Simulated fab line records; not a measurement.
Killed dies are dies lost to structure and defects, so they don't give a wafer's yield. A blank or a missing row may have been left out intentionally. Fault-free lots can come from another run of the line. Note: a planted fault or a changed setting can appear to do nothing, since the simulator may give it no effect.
fab line records | flow sky130
record lots=11 wafers=33 last-day=50
route steps=708 shown RES_PROTECT@215 POLY_GATE@235 LDD_LDN@296 METAL5@676 PAD_OPEN@708
lots with no fault: from the same line, run without faults
start-h: hours from the record's first day to the start of the lot's first wafer shown | wait-h: hours elapsed since this lot's preceding step | " repeats the value in the row above | L1.1+2: one row covering several wafers at once | - either no value or no given start | * or withheld: withheld | < > ~ a bound
route shown NAME@n: a module of which the file shows steps, and the number in the route of the first | usual: the fault-free wafers' mean and standard deviation | same: alike in all rows | chamber/n: place in a boat | sites: the reading at each site | _std_site: how widely they spread, as a standard deviation | _edge_site: inner sites' mean taken away from outer sites' mean | radius-mm: how far each site lies from the wafer's centre | mask NAME#n: copy n | behind: the last tool/chamber to shape the wafer | hold: why the lot was held/for how many hours/how that ended | device: the transistor (n, p or np) that didn't switch | end of line: the route-end tests of the same wafers | a step given without rows: its recipe and nothing more | killed: dies lost to structure and defects at the first sort, not the wafer's yield | map: the dies of a wafer, with x for killed, . for not killed, _ for no die there
set.NAME: the setting as run; set.NAME@STEP: as run at that earlier step | model.NAME: the simulator's own value behind a step, which no gauge read
route steps across a sampled set of lots; one table per step, one row per wafer
services: from which hour (start-h, from the record's first day; less than 0 if before it) a tool's chamber was out of use, for how many hours, and why
## steps
# step SKY_RES_PROTECT_TW_MEAS_08
# usual POLY_GATE_TW=4065/33
# columns lot.wafer tool chamber start-h wait-h POLY_GATE_TW
L969.1 film-metro-04 - 335.32 0.1 4098
L969.4 " - " " 4090
L969.6 " - " " 4087
L970.1 film-metro-04 - 339.02 0.1 4148
L970.2 " - " " 4118
L970.6 " - " " 4137
L971.1 film-metro-04 - 352.70 0.1 4133
L971.5 " - " " 4113
L971.6 " - " " 4146
L972.1 film-metro-01 - 362.53 0.1 4094
L972.3 " - " " 4087
L972.6 " - " " 4098
L980.1 film-metro-04 - 423.77 0.1 4090
L980.2 " - " " 4074
L980.6 " - " " 4081
L981.3 film-metro-04 - 429.82 0.1 4095
L981.4 " - " " 4088
L981.5 " - " " 4110
L986.1 film-metro-01 - 476.76 0.1 4078
L986.4 " - " " 4069
L986.5 " - " " 4070
L987.1 film-metro-01 - 485.90 0.1 4052
L987.4 " - " " 4041
L987.5 " - " " 4044
L988.2 film-metro-01 - 501.11 0.1 4053
L988.4 " - " " 4051
L988.6 " - " " 4046
L990.1 film-metro-03 - 517.56 0.1 4030
L990.3 " - " " 4051
L990.6 " - " " 4041
L991.2 film-metro-03 - 522.19 0.1 4028
L991.3 " - " " 4031
L991.5 " - " " 4020
# step SKY_POLY_GATE_THK_MEAS_21
# recipe reads=SiO2_of_POLY_GATE_OXIDATION_20
# usual POLY_GATE_OXIDATION_THK=4.00/0.067
# columns lot.wafer tool chamber start-h wait-h POLY_GATE_OXIDATION_THK[nm]
L969.1 film-metro-04 - 366.20 0.0 4.08
L969.4 " - " " 4.08
L969.6 " - " " 4.02
L970.1 film-metro-04 - 370.35 0.0 3.92
L970.2 " - " " 3.93
L970.6 " - " " 3.93
L971.1 film-metro-03 - 386.32 0.0 3.95
L971.5 " - " " 3.85
L971.6 " - " " 3.92
L972.1 film-metro-03 - 395.32 0.0 3.89
L972.3 " - " " 3.91
L972.6 " - " " 3.89
L980.1 film-metro-04 - 461.39 0.0 3.94
L980.2 " - " " 4.01
L980.6 " - " " 3.89
L981.3 film-metro-04 - 464.55 0.0 4.06
L981.4 " - " " 3.99
L981.5 " - " " 3.99
L986.1 film-metro-03 - 512.26 0.0 3.94
L986.4 " - " " 3.84
L986.5 " - " " 3.97
L987.1 film-metro-04 - 538.10 0.0 3.98
L987.4 " - " " 4.08
L987.5 " - " " 4.06
L988.2 film-metro-02 - 538.11 0.0 3.97
L988.4 " - " " 4.03
L988.6 " - " " 4.03
L990.1 film-metro-02 - 552.62 0.0 4.03
L990.3 " - " " 4.05
L990.6 " - " " 4.13
L991.2 film-metro-02 - 555.44 0.0 4.01
L991.3 " - " " 4.04
L991.5 " - " " 4.05
# step SKY_LDD_LDN_OVL_MEAS_07
# usual LDD_LDN_OVL=-1.1/1.4
# columns lot.wafer tool chamber start-h wait-h LDD_LDN_OVL[nm]
L969.1 overlay-02 - 516.53 0.1 -4.6
L969.4 " - " " -1.4
L969.6 " - " " -2.0
L970.1 overlay-02 - 522.23 0.1 -0.5
L970.2 " - " " -1.7
L970.6 " - " " -2.2
L971.1 overlay-02 - 539.83 0.1 -2.1
L971.5 " - " " -2.4
L971.6 " - " " -2.9
L972.1 overlay-01 - 547.86 0.1 0.0
L972.3 " - " " -0.3
L972.6 " - " " -1.7
L980.1 overlay-01 - 613.87 0.1 -1.6
L980.2 " - " " 0.7
L980.6 " - " " -2.6
L981.3 overlay-01 - 615.88 0.1 -2.3
L981.4 " - " " -4.1
L981.5 " - " " -1.3
L986.1 overlay-02 - 663.26 0.1 -1.7
L986.4 " - " " -0.7
L986.5 " - " " 0.5
L988.2 overlay-02 - 686.64 0.1 -1.2
L988.4 " - " " -1.4
L988.6 " - " " -1.2
L987.1 overlay-01 - 686.71 0.1 -0.1
L987.4 " - " " 2.7
L987.5 " - " " -0.2
L990.1 overlay-02 - 699.06 0.1 0.5
L990.3 " - " " 0.3
L990.6 " - " " 0.7
L991.2 overlay-02 - 700.32 0.1 -2.4
L991.3 " - " " -1.6
L991.5 " - " " -2.2
# step SKY_METAL5_METAL_ETCH_15
# recipe target-depth-a=12600 stop-on=SiO2 over-etch-frac=0.2 time-s=252 chemistry=Cl2/BCl3 resist-sidewall-deg=86 pressure-mtorr=10 icp-w=900 bias-w=48.5 Cl2_flow_sccm=60 bcl3-flow-sccm=30
# usual drypump-motor-current-A=5.7/0.51 oes-product-au=0.893/0.0052 run-length-s=280.3/0.64 throttle-valve-pct=22.264/0.0091
# columns lot.wafer tool chamber start-h wait-h drypump-motor-current-A oes-product-au rf-hours-counter-h run-length-s throttle-valve-pct
L969.1 rie-metal-02 0 1025.56 0.0 5.7 0.885 16 280.1 22.281
L969.4 " 1 " " 6.2 0.901 - 279.7 22.265
L969.6 " 1 " " 6.2 0.889 - 280.0 22.263
L970.1 rie-metal-02 1 1028.86 0.0 6.2 0.905 19 280.3 22.277
L970.2 " 0 " " 5.7 0.889 16 280.4 22.280
L970.6 " 1 " " 6.2 0.898 - 280.3 22.256
L971.1 rie-metal-02 1 1041.65 0.0 6.2 0.902 19 280.0 22.273
L971.5 " 0 " " 5.7 0.904 - 280.3 22.267
L971.6 " 1 " " 6.2 0.893 - 279.9 22.256
L972.1 rie-metal-02 1 1045.89 0.0 6.2 0.992 20 235.4 22.261
L972.3 " 0 " " 5.7 0.889 - 280.2 22.277
L972.6 " 0 " " 5.7 0.891 - 280.0 22.269
L980.1 rie-metal-03 0 1095.77 0.1 6.4 0.897 10 280.2 22.263
L980.2 " 0 " " 6.4 0.892 - 280.0 22.260
L980.6 " 0 " " 6.4 0.897 - 280.1 22.257
L981.3 rie-metal-03 0 1098.03 0.2 6.4 0.890 - 280.3 22.271
L981.4 " 0 " " 6.4 0.892 - 280.2 22.264
L981.5 " 0 " " 6.4 0.905 - 280.4 22.260
L986.1 rie-metal-03 1 1128.09 0.0 5.4 0.897 2 280.3 22.262
L986.4 " 1 " " 5.4 0.888 - 280.2 22.255
L986.5 " 1 " " 5.4 0.899 - 280.2 22.266
L988.2 rie-metal-04 0 1143.80 0.0 5.5 0.895 33 280.3 22.265
L988.4 " 0 " " 5.5 0.901 - 279.8 22.263
L988.6 " 1 " " 5.0 0.886 - 279.9 22.263
L987.1 rie-metal-04 1 1145.25 0.0 5.0 0.890 13 280.4 22.278
L987.4 " 0 " " 5.5 0.900 - 280.1 22.272
L987.5 " 1 " " 5.0 0.893 - 280.7 22.267
L990.1 rie-metal-03 0 1150.97 0.0 6.4 0.900 16 280.1 22.292
L990.3 " 1 " " 5.4 0.904 - 279.9 22.259
L990.6 " 0 " " 6.4 0.902 - 280.2 22.270
L991.2 rie-metal-04 1 1155.17 0.1 5.0 0.902 - 280.1 22.248
L991.3 " 1 " " 5.0 0.887 - 280.2 22.283
L991.5 " 1 " " 5.0 0.895 - 280.4 22.260
# step SKY_METAL5_STRIP_16
# recipe chemistry=O2/N2 power-w=1400 pressure-mtorr=1500 platen-temp-c=withheld o2-flow-sccm=3000 n2-flow-sccm=300 overash-fraction=0.5
# usual drypump-motor-current-A=5.7/0.46 o2-flow-sccm=2999/9.3 oes-product-au=0.710/0.0045 strip-time-to-endpoint-s=13.06/0.16
# columns lot.wafer tool chamber start-h wait-h drypump-motor-current-A o2-flow-sccm oes-product-au rf-hours-counter-h strip-time-to-endpoint-s
L969.1 plasma-asher-03 1 1025.80 0.2 5.7 2984 0.712 90 13.12
L969.4 " 1 " " 5.7 2988 0.713 - 13.09
L969.6 " 0 " " 5.8 3007 0.709 - 13.23
L970.1 plasma-asher-03 1 1029.10 0.2 5.7 3004 0.718 90 13.09
L970.2 " 0 " " 5.8 2993 0.701 90 12.96
L970.6 " 1 " " 5.7 3003 0.706 - 13.02
L971.1 plasma-asher-01 1 1041.89 0.2 5.0 3012 0.715 30 13.13
L971.5 " 1 " " 5.0 3022 0.715 - 13.05
L971.6 " 0 " " 6.4 2982 0.711 - 13.14
L972.1 plasma-asher-01 1 1046.12 0.2 5.0 3015 0.712 30 14.71
L972.3 " 1 " " 5.0 3020 0.712 - 13.18
L972.6 " 0 " " 6.4 2988 0.709 - 13.18
L980.1 plasma-asher-03 0 1096.24 0.4 5.8 2990 0.715 98 12.93
L980.2 " 1 " " 5.7 2985 0.712 98 12.85
L980.6 " 0 " " 5.8 2993 0.705 - 12.88
L981.3 plasma-asher-01 1 1098.37 0.3 5.0 3001 0.706 - 12.78
L981.4 " 0 " " 6.4 3000 0.706 - 12.82
L981.5 " 1 " " 5.0 2998 0.709 - 12.77
L986.1 plasma-asher-03 0 1128.32 0.2 5.7 3000 0.705 101 12.96
L986.4 " 0 " " 5.8 3001 0.711 - 13.06
L986.5 " 0 " " 5.8 2996 0.711 - 13.08
L988.2 plasma-asher-01 1 1144.04 0.2 5.0 3014 0.714 41 12.76
L988.4 " 1 " " 5.0 3003 0.710 - 12.78
L988.6 " 0 " " 6.4 3002 0.714 - 13.14
L987.1 plasma-asher-03 0 1145.49 0.2 5.8 3015 0.704 103 13.28
L987.4 " 1 " " 5.7 2997 0.711 - 13.08
L987.5 " 1 " " 5.7 3016 0.713 - 13.35
L990.1 plasma-asher-01 1 1151.20 0.2 5.0 3008 0.715 42 12.82
L990.3 " 1 " " 5.0 2999 0.710 - 13.02
L990.6 " 1 " " 5.0 3014 0.712 - 12.84
L991.2 plasma-asher-04 1 1155.56 0.3 5.2 2993 0.714 70 13.22
L991.3 " 0 " " 6.1 2993 0.702 - 13.22
L991.5 " 0 " " 6.1 2999 0.712 - 13.23
# step SKY_PAD_OPEN_PROBE_99
# usual defect-limited-yield=82.5/1.9 killed_at_M0_to_M3=42/7.4 killed_at_M4_up=3.4/1.8 killed-at-contacts=25/5.4 killed-at-front-end=15/4.4 killed-at-other=0.2/0.52 killed-dies=86/9.3 killed-on-rim=17/3.9 killed-open=47/7.6 killed-short=39/6.5 sort_bin_3_pad_short=0.9/0.46 sort_bin_5_function=10.3/1.5 sort_bin_6_memory=6.3/1.2 sort-n-pass=406/9.3 sort-yield-pct=82.5/1.9
# same gross-dies=492 killed-at-back-side=0 sort_bin_4_leakage[%]=0 sort_bin_8_speed[%]=0
# columns lot.wafer tool chamber start-h wait-h defect-limited-yield[%] killed_at_M0_to_M3 killed_at_M4_up killed-at-contacts killed-at-front-end killed-at-other killed-dies killed-on-rim killed-open killed-short sort_bin_3_pad_short[%] sort_bin_5_function[%] sort_bin_6_memory[%] sort-n-pass sort-yield-pct[%]
L972.1 prober-02 - 1090.45 0.1 12.6 37 358 17 18 0 430 92 33 42 1.0 80.9 5.5 62 12.6
L972.3 prober-02 - 1090.55 0.2 82.9 36 2 25 21 0 84 19 51 33 0.4 8.7 7.9 408 82.9
L972.6 prober-02 - 1090.70 0.2 81.5 40 7 30 13 1 91 18 54 37 0.8 10.8 6.9 401 81.5
L980.1 prober-02 - 1138.21 0.1 83.9 37 4 26 12 0 79 13 40 39 0.4 11.0 4.7 413 83.9
L980.2 prober-02 - 1138.26 0.1 81.1 49 2 25 17 0 93 18 50 43 1.2 12.2 5.5 399 81.1
L980.6 prober-02 - 1138.46 0.2 80.9 42 3 27 21 1 94 14 58 36 0 12.4 6.7 398 80.9
# killed by level:class
L972.1 METAL5:area-etch=355 METAL2:geometric-particle:short=8 VIA1:geometric-particle:open=7 POLY_GATE:geometric-particle:open=6 CONTACT:geometric-particle:short=6 VIA2:geometric-particle:open=5 LOCAL_INTERCONNECT:geometric-particle:short=4 VIA2:geometric-particle:short=4
L972.3 CONTACT:geometric-particle:open=10 VIA2:geometric-particle:open=8 FIELD_ISO:geometric-particle:open=6 POLY_GATE:geometric-particle:short=6 LOCAL_INTERCONNECT:geometric-particle:short=6 VIA1:geometric-particle:open=6 VIA3:geometric-particle:open=6 LOCAL_INTERCONNECT:geometric-particle:open=5
L972.6 CONTACT:geometric-particle:open=16 VIA1:geometric-particle:open=12 VIA3:geometric-particle:open=8 METAL1:geometric-particle:short=6 METAL4:geometric-particle:short=6 LI_CONTACT:geometric-particle:short=4 FIELD_ISO:geometric-particle:short=4 FIELD_ISO:geometric-particle:open=4
L980.1 CONTACT:geometric-particle:open=10 VIA3:geometric-particle:open=7 LOCAL_INTERCONNECT:geometric-particle:short=5 LI_CONTACT:geometric-particle:open=5 VIA1:geometric-particle:open=5 VIA2:geometric-particle:short=5 VIA3:geometric-particle:short=5 FIELD_ISO:geometric-particle:short=4
L980.2 LI_CONTACT:geometric-particle:open=10 CONTACT:geometric-particle:open=8 VIA1:geometric-particle:open=8 VIA2:geometric-particle:open=8 VIA3:geometric-particle:open=7 FIELD_ISO:geometric-particle:short=6 METAL2:geometric-particle:short=6 METAL1:geometric-particle:short=5
L980.6 CONTACT:geometric-particle:open=14 VIA1:geometric-particle:open=14 FIELD_ISO:geometric-particle:short=10 VIA2:geometric-particle:open=6 VIA3:geometric-particle:open=6 FIELD_ISO:geometric-particle:open=5 LI_CONTACT:geometric-particle:open=5 VIA1:geometric-particle:short=5
## services
# columns tool chamber start-h hours kind
rie-metal-04 1 1025.74 13.0 repair
plasma-asher-04 - 1063.70 28.1 pm
rie-metal-03 1 1078.95 - clean
rie-metal-03 1 1078.95 22.9 scheduled-down
rie-metal-03 1 1078.95 22.9 vent-cycle
plasma-asher-01 - 1084.41 1.9 repair
plasma-asher-03 - 1098.16 1.7 repair
plasma-asher-04 - 1105.90 0.8 repair
rie-metal-04 0 1108.49 13.5 repair
rie-metal-02 0 1118.86 47.7 repair
rie-metal-02 1 1128.55 37.4 repair
rie-metal-04 0 1145.49 - clean
rie-metal-04 0 1145.49 - consumable-replace:focus-ring
rie-metal-04 0 1145.49 15.0 scheduled-down
rie-metal-04 0 1145.49 15.0 vent-cycle
## key
first-sign step=SKY_METAL5_METAL_ETCH_15 reading=run-length-s direction=down sigmas=70 usual=* struck=*
effect step=SKY_METAL5_METAL_ETCH_15 reading=oes-product-au direction=up sigmas=19 usual=0.893 struck=0.992
effect step=SKY_METAL5_STRIP_16 reading=strip-time-to-endpoint-s direction=up sigmas=11 usual=* struck=*
effect step=SKY_PAD_OPEN_PROBE_99 reading=killed_at_M4_up direction=up sigmas=99+ usual=3.4 struck=358
more-kills-born-at SKY_METAL5_METAL_ETCH_15@rie-metal-02=355
met-at SKY_METAL5_METAL_ETCH_15
struck-lots L972
struck-wafers L972.1
later-rows-left-out L972.1
not-acting-at SKY_RES_PROTECT_TW_MEAS_08,SKY_POLY_GATE_THK_MEAS_21,SKY_LDD_LDN_OVL_MEAS_07
onset-between 1041.65 1045.89
fault kind=process-parameter-drift tool=rie-metal-02 chamber=- onset-h=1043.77 steps=SKY_METAL5_METAL_ETCH_15 channel=time-s offset=* shape=step end-h=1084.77 scope=struck-wafers-only acts-in=* stated=*
# later-rows-left-out: the simulator's readings of these wafers behind a module that went badly wrong aren't trusted and aren't shown, but for the sort
